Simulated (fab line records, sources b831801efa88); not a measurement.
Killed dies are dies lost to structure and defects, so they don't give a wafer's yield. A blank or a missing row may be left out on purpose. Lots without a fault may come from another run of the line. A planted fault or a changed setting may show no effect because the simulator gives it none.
Tool commonality check | flow gf180mcu | 14 lots, 42 wafers sampled

WHY IT WAS OPENED
At GF_VT_IMPLANT_TW_MEAS_21 the reading VT_IMPLANT_2_TW is flagged on 2 of 14 lots. Wafers without a fault read 1217, standard deviation 5.3.
Rule: a lot is flagged when every wafer of it that has a number lies more than 4 standard deviations from that mean, or none has a number. The other lots count as sound.

lot  | measured     | on            | VT_IMPLANT_2_TW, wafer by wafer | flag
L166 | day 6 03:29  | film_metro-03 | 1213 1220 1216                  |
L169 | day 7 00:55  | film_metro-01 | 1216 1214 1219                  |
L170 | day 7 11:25  | film_metro-04 | 1218 1215 1215                  |
L171 | day 7 11:28  | film_metro-04 | 1215 1217 1214                  |
L173 | day 8 02:03  | film_metro-04 | 1215 1218 1216                  |
L176 | day 8 20:16  | film_metro-04 | 1224 1218 1213                  |
L177 | day 9 07:28  | film_metro-04 | 1182 1185 1185                  | FLAGGED
L178 | day 9 10:46  | film_metro-04 | 1184 1177 1175                  | FLAGGED
L184 | day 10 23:39 | film_metro-04 | 1217 1213 1214                  |
L185 | day 11 05:42 | film_metro-04 | 1216 1218 1216                  |
L186 | day 11 20:20 | film_metro-03 | 1217 1221 1215                  |
L187 | day 11 22:02 | film_metro-04 | 1217 1218 1213                  |
L188 | day 12 05:18 | film_metro-03 | 1225 1223 1207                  |
L189 | day 12 10:21 | film_metro-03 | 1220 1220 1230                  |
The numbers of the flagged lots are 1181 on average: -36 against the usual, or -7 standard deviations.

WHICH TOOL RAN EACH LOT
The record holds 2 process steps before the reading, out of a route of 602 steps. In each cell: the tool, then ch and the chambers that the sampled wafers went through, then the start.
lot  | flag    | GF_STI_CMP_25                | GF_VT_IMPLANT_IMPLANT_19
L166 |         | cmp-02 ch 1,2,3, day 2 03:13 | implanter-04 ch 0, day 6 03:14
L169 |         | cmp-01 ch 1,2,3, day 2 18:48 | implanter-01 ch 0, day 7 00:43
L170 |         | cmp-02 ch 0,1,2, day 3 00:00 | implanter-01 ch 0, day 7 11:11
L171 |         | cmp-02 ch 0,3, day 3 04:59   | implanter-03 ch 0, day 7 11:14
L173 |         | cmp-02 ch 0,3, day 3 15:41   | implanter-01 ch 0, day 8 01:44
L176 |         | cmp-01 ch 0,2,3, day 4 06:37 | implanter-04 ch 0, day 8 20:03
L177 | FLAGGED | cmp-01 ch 0,3, day 4 12:43   | implanter-01 ch 0, day 9 07:14
L178 | FLAGGED | cmp-01 ch 1,2, day 4 17:20   | implanter-01 ch 0, day 9 10:34
L184 |         | cmp-01 ch 2,3, day 5 23:19   | implanter-03 ch 0, day 10 23:25
L185 |         | cmp-02 ch 0,2,3, day 6 07:31 | implanter-04 ch 0, day 11 05:28
L186 |         | cmp-02 ch 0,1,2, day 6 11:06 | implanter-03 ch 0, day 11 20:05
L187 |         | cmp-02 ch 1,3, day 6 17:22   | implanter-03 ch 0, day 11 21:47
L188 |         | cmp-01 ch 0,1,2, day 6 22:29 | implanter-04 ch 0, day 12 05:03
L189 |         | cmp-02 ch 2,3, day 7 05:15   | implanter-04 ch 0, day 12 10:07
What these steps do:
- GF_STI_CMP_25: polishes, stops on Si3N4, t overpolish 33 s, target thk 524.6 nm.
- GF_VT_IMPLANT_IMPLANT_19
- GF_VT_IMPLANT_TW_MEAS_21

FLAGGED OVER TOTAL, TOOL BY TOOL (the gauges that took the reading come last)
step                     | tool          | lots run | flagged | share of the flagged lots | sound lots run after its first flagged lot
GF_STI_CMP_25            | cmp-01        | 6        | 2       | all                       | 2 (L184,L188)
GF_STI_CMP_25            | cmp-02        | 8        | 0       | none                      | -
GF_VT_IMPLANT_IMPLANT_19 | implanter-01  | 5        | 2       | all                       | 0
GF_VT_IMPLANT_IMPLANT_19 | implanter-03  | 4        | 0       | none                      | -
GF_VT_IMPLANT_IMPLANT_19 | implanter-04  | 5        | 0       | none                      | -
GF_VT_IMPLANT_TW_MEAS_21 | film_metro-01 | 1        | 0       | none                      | -
GF_VT_IMPLANT_TW_MEAS_21 | film_metro-03 | 4        | 0       | none                      | -
GF_VT_IMPLANT_TW_MEAS_21 | film_metro-04 | 9        | 2       | all                       | 3 (L184,L185,L187)

WHAT THE TABLE ALLOWS
3 rows of the table ran every flagged lot: cmp-01 at GF_STI_CMP_25, implanter-01 at GF_VT_IMPLANT_IMPLANT_19, film_metro-04 at GF_VT_IMPLANT_TW_MEAS_21.
- cmp-01 at GF_STI_CMP_25: 2 of its 6 lots flagged. Sound lots ran on it after the first flagged one (L184, L188), which a lasting fault on the whole tool wouldn't allow.
- implanter-01 at GF_VT_IMPLANT_IMPLANT_19: 2 of its 5 lots flagged. Its last sound lot is L173 (day 8 01:44), its first flagged lot L177 (day 9 07:14): a fault that began between those two fits. Its own readings lie more than 4 standard deviations out on every wafer of the flagged lots: beam_energy_keV.
- film_metro-04 at GF_VT_IMPLANT_TW_MEAS_21: 2 of its 9 lots flagged. Sound lots ran on it after the first flagged one (L184, L185, L187), which a lasting fault on the whole tool wouldn't allow.
One tool is left: implanter-01 at GF_VT_IMPLANT_IMPLANT_19.

WHAT THE SIMULATOR HAD PUT IN
Process parameter drift: implanter-01, from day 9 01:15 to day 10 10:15, at GF_VT_IMPLANT_IMPLANT_19. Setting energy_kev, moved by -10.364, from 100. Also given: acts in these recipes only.
Lots struck among those shown: L177, L178. The rule above found the same.
